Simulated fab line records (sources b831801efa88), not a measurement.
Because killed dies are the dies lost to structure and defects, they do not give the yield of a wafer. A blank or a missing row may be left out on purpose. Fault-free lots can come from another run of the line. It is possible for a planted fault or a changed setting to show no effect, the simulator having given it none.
What tool caused it?    flow gf180mcu    7 lots with 21 wafers sampled at 2 steps, on a route of 602 steps

== WHAT EACH GAUGE READ, for each wafer ==
GF_V1_THK_MEAS_03.
lot   measured      on            V1_CVD_02_THK (nm)
L237  day 17 18:39  filmMetro-02  842 858 849
L239  day 18 11:45  filmMetro-03  836 844 849
L241  day 19 01:31  filmMetro-03  842 834 854
L244  day 20 02:05  filmMetro-04  829 831 839
L247  day 21 08:46  filmMetro-02  852 843 856
L249  day 22 05:26  filmMetro-03  849 892 893
L259  day 25 12:29  filmMetro-04  847 860 853

== TOOL THAT RAN EACH LOT (tool first, then ch and the chambers of the sampled wafers, then the start) ==
lot   GF_V1_CVD_02
L237  pecvd-04 ch 0,1,2, day 17 18:34
L239  pecvd-01 ch 0,1,2, day 18 11:41
L241  pecvd-04 ch 0,1, day 19 01:26
L244  pecvd-01 ch 0,2, day 20 02:01
L247  pecvd-04 ch 0,1, day 21 08:41
L249  pecvd-04 ch 0,2, day 22 05:21
L259  pecvd-01 ch 0,1, day 25 12:24
- GF_V1_CVD_02: deposits SiO2 from TEOS, target thk 850 nm, time 94.851 s.

== THE ANSWER, worked out from the rows above alone ==
Rule: what is usual is taken from the lots themselves. The widest of any qualifying gaps counts: lots, ordered by their means at a reading, are off when they make up no more than a third of the lots, leave a main group of 4 or more, and stand apart from it by 3 or more times the standard deviation of that group's means. The tables above print the reading to a certain number of digits; a main group whose means all agree to those digits is not used. A lot without any number at a reading at which 4 lots or more have one is off too. The other lots that the step has rows for count as sound.
Off: L249, at GF_V1_THK_MEAS_03 (V1_CVD_02_THK). The main group has a mean of 845 nm with a standard deviation of 6.7.
A tool fits if, at a process step before that reading, it ran every lot that is off, and no sound lot after the first of them. Gauges at GF_V1_THK_MEAS_03: tried the same way as those tools. This does not decide it: 2 tools fit, namely pecvd-04 at GF_V1_CVD_02 and filmMetro-03 at GF_V1_THK_MEAS_03.

== WHAT THE SIMULATOR HAD INSERTED ==
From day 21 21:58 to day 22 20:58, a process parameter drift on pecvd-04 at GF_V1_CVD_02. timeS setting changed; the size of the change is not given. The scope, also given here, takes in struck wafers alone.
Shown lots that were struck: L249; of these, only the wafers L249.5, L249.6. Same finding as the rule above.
